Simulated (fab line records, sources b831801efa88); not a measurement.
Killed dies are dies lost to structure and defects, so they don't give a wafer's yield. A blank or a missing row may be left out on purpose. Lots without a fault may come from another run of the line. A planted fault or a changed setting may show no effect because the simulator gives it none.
Split-lot experiment | flow gf180mcu | 5 lots, 23 wafers read, on a route of 602 steps

THE SPLIT
At GF_HV_LDD_IMPLANT_48, the setting dose_cm2 was moved away from the recipe's 3e+13 on 9 of the 23 wafers read, by -5.0% to +4.3%. The other wafers ran this setting at the recipe's value.

FROM THE SPLIT TO THE READING: what the file shows between them, 1 step
- GF_HV_LDD_STRIP_49: strips in O2/N2

THE READING
HV_LDD_4_TW, at GF_HV_LDD_TW_MEAS_50. Fault-free wafers of this fab line usually give 569, standard deviation 4.2.

wafer  | tool, chamber at the split | dose_cm2 as run | against the recipe | HV_LDD_4_TW | against lot-mates on the recipe
L074.3 | implanter-04, 0            | 3e+13           | recipe             | 568         | -
L074.4 | implanter-04, 0            | 3e+13           | recipe             | 567         | -
L074.5 | implanter-04, 0            | 3e+13           | recipe             | 568         | -
L079.1 | implanter-01, 0            | 2.85e+13        | -5.0%              | 567         | -10
L079.3 | implanter-01, 0            | 2.85e+13        | -5.0%              | 566         | -11
L079.4 | implanter-01, 0            | 2.85e+13        | -5.0%              | 568         | -9
L079.5 | implanter-01, 0            | 3e+13           | recipe             | 577         | -
L079.6 | implanter-01, 0            | 3e+13           | recipe             | 577         | -
L080.1 | implanter-04, 0            | 3.127e+13       | +4.2%              | 575         | +6
L080.2 | implanter-04, 0            | 3.127e+13       | +4.2%              | 575         | +6
L080.3 | implanter-04, 0            | 3.127e+13       | +4.2%              | 573         | +4
L080.5 | implanter-04, 0            | 3e+13           | recipe             | 570         | -
L080.6 | implanter-04, 0            | 3e+13           | recipe             | 567         | -
L081.1 | implanter-04, 0            | 3.129e+13       | +4.3%              | 575         | +5
L081.3 | implanter-04, 0            | 3e+13           | recipe             | 569         | -
L081.4 | implanter-04, 0            | 3e+13           | recipe             | 571         | -
L081.5 | implanter-04, 0            | 3.129e+13       | +4.3%              | 576         | +6
L081.6 | implanter-04, 0            | 3.129e+13       | +4.3%              | 577         | +7
L082.2 | implanter-01, 0            | 3e+13           | recipe             | 565         | -
L082.3 | implanter-01, 0            | 3e+13           | recipe             | 564         | -
L082.4 | implanter-01, 0            | 3e+13           | recipe             | 568         | -
L082.5 | implanter-01, 0            | 3e+13           | recipe             | 568         | -
L082.6 | implanter-01, 0            | 3e+13           | recipe             | 565         | -

THE FIT
A straight line over all 23 wafers: HV_LDD_4_TW changes by +0.974 for each +1% of dose_cm2; r = +0.64; the points scatter about the line by 3.4.
The same after taking each lot's own level away (the mean of its wafers on the recipe; 23 wafers): +1.67 for each +1%; r = +0.96; scatter 1.4.
On that fit, the largest move of dose_cm2 shifts the reading by 8.3.
The lots' own levels span 566.0 to 577.0, that is 2.6 times the standard deviation above.
So the lot-to-lot level blurs the effect unless lot-mates are compared.
Check: with one of the wafers moved furthest among these (-5.0%) left out of the fit, the line predicts -8.56 for it against its lot-mates. It came out at -10 against them.

OTHER SPLITS ON THESE WAFERS
These wafers also went through other splits before the reading. Each is held against what the fit with the lots' levels taken away leaves over:
other split on the same wafers   | wafers away from the commonest value | r with HV_LDD_4_TW (lot level and that fit taken away)
GF_POLY_GATE_OXIDATION_16 temp_c | 10                                   | +0.19
GF_HV_LDD_IMPLANT_09 energy_kev  | 6                                    | -0.01
GF_HV_LDD_EXPOSE_28 dose_mj      | 5                                    | +0.02
GF_HV_LDD_COAT_41 resist_thk_nm  | 6                                    | -0.23

THE FILE'S OWN FIT
HV_LDD_4_TW changes by +1.61 for each +1% of dose_cm2, r = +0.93.
